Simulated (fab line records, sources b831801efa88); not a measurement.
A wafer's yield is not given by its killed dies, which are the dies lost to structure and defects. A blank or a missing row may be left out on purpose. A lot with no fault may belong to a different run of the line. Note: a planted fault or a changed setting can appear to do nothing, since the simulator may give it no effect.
Split-lot trial	flow sky130	5 lots, 23 wafers read, on a route of 708 steps

## SPLIT DETAILS
At SKY_SD_P_DEVELOP_06 (develop time 60 s), the setting developTimeS was moved away from the recipe's 60 s on 8 of the 23 wafers read, by -8.0% to +10.6%. The other wafers ran this setting at the recipe's value.

The file shows no step between the split and the reading.

## THE READING
cdNm (nm) at SKY_SD_P_CD_MEAS_07, where the cd target is 380 nm. Typical for fault-free wafers on this fab line: 380.6 nm, with standard deviation 2.4 nm.

wafer	tool, chamber at the split	developTimeS as run, s	against the recipe	cdNm, nm	against lot-mates on the recipe
L076.1	lithoTrack-01, 0	66.36	+10.6%	390.4	+10.0
L076.3	lithoTrack-01, 0	66.36	+10.6%	390.2	+9.8
L076.4	lithoTrack-01, 0	60	recipe	379.5	-
L076.5	lithoTrack-01, 0	60	recipe	381.2	-
L076.6	lithoTrack-01, 0	66.36	+10.6%	391.2	+10.8
L077.1	lithoTrack-01, 0	57.58	-4.0%	377.3	-4.0
L077.2	lithoTrack-01, 0	60	recipe	380.0	-
L077.3	lithoTrack-01, 0	60	recipe	382.6	-
L077.4	lithoTrack-01, 0	57.58	-4.0%	373.4	-7.9
L077.5	lithoTrack-01, 0	57.58	-4.0%	378.5	-2.8
L079.1	lithoTrack-01, 0	60	recipe	381.5	-
L079.2	lithoTrack-01, 0	60	recipe	379.1	-
L079.3	lithoTrack-01, 0	60	recipe	381.5	-
L079.5	lithoTrack-01, 0	60	recipe	380.8	-
L079.6	lithoTrack-01, 0	60	recipe	379.2	-
L081.1	lithoTrack-03, 0	60	recipe	382.7	-
L081.2	lithoTrack-03, 0	60	recipe	382.3	-
L081.5	lithoTrack-03, 0	60	recipe	382.4	-
L084.2	lithoTrack-02, 0	60	recipe	378.8	-
L084.3	lithoTrack-02, 0	55.23	-8.0%	371.0	-8.6
L084.4	lithoTrack-02, 0	55.23	-8.0%	366.4	-13.2
L084.5	lithoTrack-02, 0	60	recipe	381.0	-
L084.6	lithoTrack-02, 0	60	recipe	379.0	-

FIT RESULTS
A straight line over all 23 wafers: cdNm changes by +1.09 nm for each +1% of developTimeS; r = +0.94; the points scatter about the line by 1.9 nm.
The same after taking each lot's own level away (the mean of its wafers on the recipe; 23 wafers): +1.09 nm for each +1%; r = +0.96; scatter 1.6 nm.
That fit puts the effect of the largest move of developTimeS on the reading at 12 nm.
From 379.60 to 382.47 nm: that is the span of the lots' own levels, equal to 1.2 times the standard deviation above.
Consequently the slope shifts little with the lot-to-lot level, the two slopes agreeing.
Check: +11.5 nm against its lot-mates is what the line predicts for one of the wafers moved furthest among these (+10.6%) when that wafer is left out of the fit. It came out at +10 nm against them.

## THE OTHER SPLITS THESE WAFERS WENT THROUGH
These wafers also went through other splits before the reading. Each is held against what the fit with the lots' levels taken away leaves over:
other split on the same wafers	wafers away from the commonest value	r with cdNm (lot level and that fit taken away)
SKY_RES_PROTECT_COAT_02 resistThkNm	12	+0.02
SKY_POLY_GATE_EXPOSE_10 doseMj	7	+0.08
SKY_LDD_N_IMPLANT_15 energyKev	9	+0.06
SKY_LDD_P_COAT_02 spinRpm	8	+0.15
SKY_LDD_HVN_IMPLANT_08 doseCm2	11	-0.03
SKY_POLY_CUT_COAT_03 spinRpm	7	-0.05
SKY_POLY_CUT_ETCH_10 ionEnergyEv	6	+0.27

## THE FILE'S OWN FIT
cdNm changes by +1.12 nm for each +1% of developTimeS, r = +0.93.
